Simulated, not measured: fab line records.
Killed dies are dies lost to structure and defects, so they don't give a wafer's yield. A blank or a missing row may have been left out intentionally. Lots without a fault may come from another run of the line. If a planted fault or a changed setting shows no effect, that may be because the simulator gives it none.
Matching of chambers    flow gf180mcu    4 sister chambers for GF_V2_CMP_04 on cmp-02
The step polishes SiO2. 8 wafers are shown with their chamber, then 12 later ones without.

## WAFERS PAIRED WITH THEIR CHAMBERS
wafer   chamber  motor_current_A (A)  time_to_endpoint_s (s)
L089.2  2        11.9                 74
L089.1  1        14.0                 78
L091.1  3        13.2                 81
L091.4  1        14.0                 84
L091.6  0        11.9                 75
L092.1  2        11.2                 78
L092.2  3        14.0                 75
L092.3  0        12.7                 72

## WAFERS WITH NO CHAMBER GIVEN
wafer   motor_current_A (A)  time_to_endpoint_s (s)
L092.4  14.5                 84
L092.5  13.0                 79
L092.6  13.7                 82
L093.2  11.1                 79
L093.3  12.3                 75
L093.6  13.5                 85
L094.1  11.5                 72
L094.3  13.9                 82
L094.4  12.4                 77
L096.1  12.2                 71
L096.4  12.7                 78
L096.6  13.0                 76

## THE CHAMBER EACH PASSED THROUGH
wafer   from the rows above                in truth
L092.4  can't be placed: 1 or 3            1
L092.5  can't be placed: 3 or 0 or 1 or 2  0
L092.6  can't be placed: 1 or 3            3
L093.2  can't be placed: 2 or 0            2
L093.3  can't be placed: 0 or 2            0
L093.6  can't be placed: 1 or 3            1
L094.1  can't be placed: 2 or 0            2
L094.3  can't be placed: 1 or 3            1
L094.4  can't be placed: 0 or 2 or 3       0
L096.1  can't be placed: 0 or 2            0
L096.4  can't be placed: 0 or 3 or 2 or 1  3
L096.6  can't be placed: 3 or 0 or 1 or 2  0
Correct placement for 0 of the 12. Cannot be placed on the basis of these rows: 12; the candidates contain the true chamber in 12. Placed wrongly: 0.
How it was worked out, from the rows above alone: a wafer's distance from a chamber is the root of the sum, over the readings, of the square of ((its reading less the chamber's mean) divided by the reading's scatter). If the next closest chamber is less than 2 further off than the closest, the wafer can't be placed; otherwise it belongs to the closest. A chamber's mean is the mean of its shown wafers. The scatter is the square root of a quotient: the sum, over the shown wafers, of each reading's squared deviation from its chamber's mean, divided by wafers minus chambers.
